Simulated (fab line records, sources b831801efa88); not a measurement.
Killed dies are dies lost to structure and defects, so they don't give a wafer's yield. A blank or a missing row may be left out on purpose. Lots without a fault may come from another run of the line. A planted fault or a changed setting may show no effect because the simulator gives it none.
fab line records | flow gf180mcu
record lots=7 wafers=21 last_day=33
route steps=602 shown V1@335
lots that met no fault: from a run of the same line without faults
start_h: hours from the record's first day to the start of the lot's first wafer shown | wait_h: hours since the lot's step before | " the same as in the row above | L1.1+2: a row that stands for several wafers | - no value, or no start given | * or withheld: withheld | < > ~ a bound
route shown NAME@n: a module of which the file shows steps, and the number in the route of the first | usual: mean/standard deviation of fault-free wafers | same: alike in all rows | chamber/n: place in a boat | sites: the reading at each site | _std_site: their standard deviation | _edge_site: outer sites' mean less inner sites' | radius_mm: how far each site lies from the wafer's centre | mask NAME#n: copy n | behind: the tool/chamber that last shaped the wafer | hold: why the lot was held/for how many hours/how that ended | device: the transistor (n, p or np) that didn't switch | end of line: the same wafers' tests at the end of the route | a step without rows: its recipe alone | killed: dies lost to structure and defects at the first sort, not the wafer's yield | map: a wafer's dies, x killed, . not, _ none there
set.NAME: the setting as run; set.NAME@STEP: as run at that earlier step | model.NAME: the simulator's own value behind a step, which no gauge read
lots at some steps of the route; a table a step, a row a wafer
services: from which hour (start_h, from the record's first day; less than 0 if before it) a tool's chamber was out of use, for how many hours, and why
## steps
# step GF_V1_CVD_00
# recipe material=SiO2 target_thk_nm=600 sigma_open_frac=0.3 temp_c=400 time_s=100 sih4_flow_sccm=60 pressure_mtorr=6
# step GF_V1_THK_MEAS_01
# recipe reads=SiO2_of_V1_CVD_00
# usual V1_CVD_00_THK=600/6.6
# columns lot.wafer tool chamber start_h wait_h V1_CVD_00_THK[nm]
L484.1 film_metro-03 - 410.38 0.0 600
L484.2 " - " " 607
L484.5 " - " " 603
L488.4 film_metro-04 - 444.62 0.0 593
L488.5 " - " " 584
L488.6 " - " " 593
L490.1 film_metro-01 - 455.89 0.0 594
L490.5 " - " " 591
L490.6 " - " " 600
L489.1 film_metro-01 - 456.16 0.0 603
L489.2 " - " " 604
L489.5 " - " " 600
L491.2 film_metro-04 - 464.71 0.0 583
L491.5 " - " " 593
L491.6 " - " " 589
L496.1 film_metro-04 - 503.22 0.0 593
L496.2 " - " " 594
L496.5 " - " " 590
L501.1 film_metro-03 - 542.42 0.0 595
L501.2 " - " " 599
L501.4 " - " " 604
# step GF_V1_CVD_02
# recipe material=SiO2 target_thk_nm=850 precursor=TEOS temp_c=400 time_s=94.851 rf_w=600
# usual heater_power_w=670/82 susceptor_temp_C=400.00/0.2
# columns lot.wafer tool chamber start_h wait_h heater_power_w susceptor_temp_C
L484.1 pecvd-01 1 410.44 0.1 676 399.97
L484.2 " 2 " " 724 400.10
L484.5 " 2 " " 568 399.77
L488.4 pecvd-01 2 444.69 0.1 697 400.12
L488.5 " 0 " " 651 399.95
L488.6 " 1 " " 619 400.50
L490.1 pecvd-04 2 455.95 0.1 764 399.84
L490.5 " 2 " " 603 399.92
L490.6 " 0 " " 603 399.88
L489.1 pecvd-03 0 456.22 0.1 654 400.19
L489.2 " 1 " " 864 400.10
L489.5 " 1 " " 670 400.11
L491.2 pecvd-04 2 464.76 0.0 662 399.93
L491.5 " 0 " " 660 400.44
L491.6 " 2 " " 704 399.88
L496.1 pecvd-01 0 503.28 0.1 613 400.05
L496.2 " 2 " " 638 400.18
L496.5 " 0 " " 678 399.94
L501.1 pecvd-03 0 542.48 0.1 693 400.06
L501.2 " 1 " " 784 400.12
L501.4 " 1 " " 843 399.92
# step GF_V1_THK_MEAS_03
# recipe reads=SiO2_of_V1_CVD_02
# usual V1_CVD_02_THK=848/10
# columns lot.wafer tool chamber start_h wait_h V1_CVD_02_THK[nm]
L484.1 film_metro-01 - 410.50 0.0 848
L484.2 " - " " 830
L484.5 " - " " 850
L488.4 film_metro-03 - 444.75 0.0 856
L488.5 " - " " 849
L488.6 " - " " 854
L490.1 film_metro-04 - 456.02 0.0 839
L490.5 " - " " 856
L490.6 " - " " 857
L489.1 film_metro-03 - 456.29 0.0 856
L489.2 " - " " 854
L489.5 " - " " 866
L491.2 film_metro-03 - 464.84 0.0 834
L491.5 " - " " 852
L491.6 " - " " 851
L496.1 film_metro-01 - 503.35 0.0 837
L496.2 " - " " 844
L496.5 " - " " 862
L501.1 film_metro-01 - 542.55 0.0 847
L501.2 " - " " 847
L501.4 " - " " 847
# step GF_V1_CMP_04
# recipe material=SiO2 down_force_psi=4 platen_rpm=60 pad_velocity_m_s=0.94248
# usual motor_current_A=11.9/1.3 time_to_endpoint_s=78/5.1
# columns lot.wafer tool chamber start_h wait_h motor_current_A time_to_endpoint_s
L484.1 cmp-02 3 410.61 0.1 14.2 77
L484.2 " 0 " " 11.8 70
L484.5 " 3 " " 14.7 77
L488.4 cmp-02 3 444.88 0.1 14.3 78
L488.6 " 1 " " 11.7 82
L488.5 " 2 " " 13.0 81
L490.1 cmp-01 0 456.08 0.1 10.8 74
L490.5 " 0 " " 10.1 81
L490.6 " 1 " " 10.4 78
L489.1 cmp-02 1 456.40 0.1 11.3 87
L489.2 " 3 " " 13.7 80
L489.5 " 0 " " 12.4 83
L491.2 cmp-01 2 464.89 0.0 12.9 71
L491.6 " 2 " " 13.3 79
L491.5 " 3 " " 10.4 80
L496.2 cmp-02 3 503.51 0.1 15.0 75
L496.1 " 0 " " 11.7 70
L496.5 " 1 " " 11.8 82
L501.4 cmp-02 3 542.66 0.1 14.0 78
L501.2 " 0 " " 12.8 76
L501.1 " 1 " " 12.2 84
# step GF_V1_BOW_MEAS_05
# recipe mode=bow
# usual V1_BOW=81/7.3
# columns lot.wafer tool chamber start_h wait_h V1_BOW[um]
L484.1 film_metro-03 - 410.86 0.2 75
L484.2 " - " " 76
L484.5 " - " " 87
L488.4 film_metro-04 - 445.14 0.2 87
L488.5 " - " " 74
L488.6 " - " " 85
L490.1 film_metro-04 - 456.38 0.2 74
L490.5 " - " " 93
L490.6 " - " " 70
L489.1 film_metro-03 - 456.65 0.2 69
L489.2 " - " " 68
L489.5 " - " " 80
L491.2 film_metro-01 - 465.21 0.3 90
L491.5 " - " " 81
L491.6 " - " " 76
L496.1 film_metro-01 - 503.71 0.1 76
L496.2 " - " " 89
L496.5 " - " " 88
L501.1 film_metro-03 - 542.91 0.1 73
L501.2 " - " " 75
L501.4 " - " " 76
# step GF_V1_DEHYDRATE_06
# recipe temp_c=200 time_s=60
# step GF_V1_HMDS_07
# recipe prime_time_s=60 prime_temp_c=120
# step GF_V1_COAT_08
# recipe resist=BARC temp_c=withheld time_s=withheld spin_rpm=withheld resist_thk_nm=withheld
# step GF_V1_COAT_09
# recipe resist=KrF spin_rpm=withheld resist_thk_nm=1000
# step GF_V1_SOFTBAKE_10
# recipe temp_c=130 time_s=60 resist=KrF
# step GF_V1_EXPOSE_11
# recipe mask_id=Via1 target_cd_nm=260 na=0.68 source_shape=conventional sigma_outer=0.6 dose_mj=38
# step GF_V1_PEB_12
# recipe peb_temp_c=135 peb_time_s=90 resist=KrF
# usual chill_plate_temp_C=23.02/0.099 exhaust_pa=44.9/0.98
# columns lot.wafer tool chamber start_h wait_h chill_plate_temp_C exhaust_pa
L484.1 litho_track-01 0 434.37 - 23.05 44.3
L484.2 " 0 " " 23.18 46.5
L484.5 " 0 " " 23.01 45.9
L488.4 litho_track-02 - 469.32 - - -
L488.5 " - " " - -
L488.6 " - " " - -
L490.1 litho_track-04 - 480.25 - - -
L490.5 " - " " - -
L490.6 " - " " - -
L489.1 litho_track-01 - 480.92 - - -
L489.2 " - " " - -
L489.5 " - " " - -
L491.2 litho_track-04 0 488.84 - 23.09 45.4
L491.5 " 0 " " 23.16 46.5
L491.6 " 0 " " 23.05 46.3
L496.1 litho_track-01 0 526.52 - 23.00 42.6
L496.2 " 0 " " 23.01 45.6
L496.5 " 0 " " 23.09 44.5
L501.1 litho_track-02 0 564.32 - 23.08 44.6
L501.2 " 0 " " 23.08 44.1
L501.4 " 0 " " 23.03 44.5
# step GF_V1_DEVELOP_13
# recipe develop_time_s=60 resist=KrF dev_temp_c=21
## services
# columns tool chamber start_h hours kind
cmp-01 - 401.94 3.8 pm
pecvd-03 2 402.27 22.6 repair
cmp-01 - 405.73 4.0 pm
cmp-01 - 409.73 - consumable_replace:conditioner
cmp-01 - 409.73 - consumable_replace:pad
pecvd-03 0 411.36 9.4 repair
cmp-01 - 433.32 3.1 repair
cmp-02 - 439.98 1.4 repair
cmp-02 - 441.13 1.2 repair
pecvd-01 0 449.98 19.5 repair
pecvd-03 - 450.92 1.2 repair
cmp-02 - 456.91 15.7 pm
pecvd-03 - 468.19 0.7 repair
pecvd-01 - 488.37 1.3 repair
cmp-01 - 501.92 1.3 repair
pecvd-01 2 513.18 6.6 repair
litho_track-01 - 531.29 - consumable_replace:filter
cmp-01 - 541.41 2.5 repair
cmp-02 - 557.79 0.7 repair
cmp-01 - 559.43 1.3 repair
## key
first_sign step=GF_V1_PEB_12 reading=tool_record direction=missing
effect none on later readings
met_at GF_V1_PEB_12
struck_wafers L488.4,L488.5,L488.6,L489.1,L489.2,L489.5,L490.1,L490.5,L490.6
later_rows_left_out L488.4,L488.5,L488.6,L489.1,L489.2,L489.5,L490.1,L490.5,L490.6
sort_left_out L488.4,L488.5,L488.6,L489.1,L489.2,L489.5,L490.1,L490.5,L490.6
onset_between 434.37 469.32
fault kind=skipped_step_whole tool=litho_track-01,litho_track-02,litho_track-04 chamber=- onset_h=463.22 steps=GF_V1_PEB_12 scope=struck_lots_only
# sort_left_out: the simulated sort isn't trusted on such a fault, so these wafers' sort isn't shown, and their yield isn't known
# later_rows_left_out: the simulator's readings of these wafers behind a module that went badly wrong aren't trusted and aren't shown, but for the sort
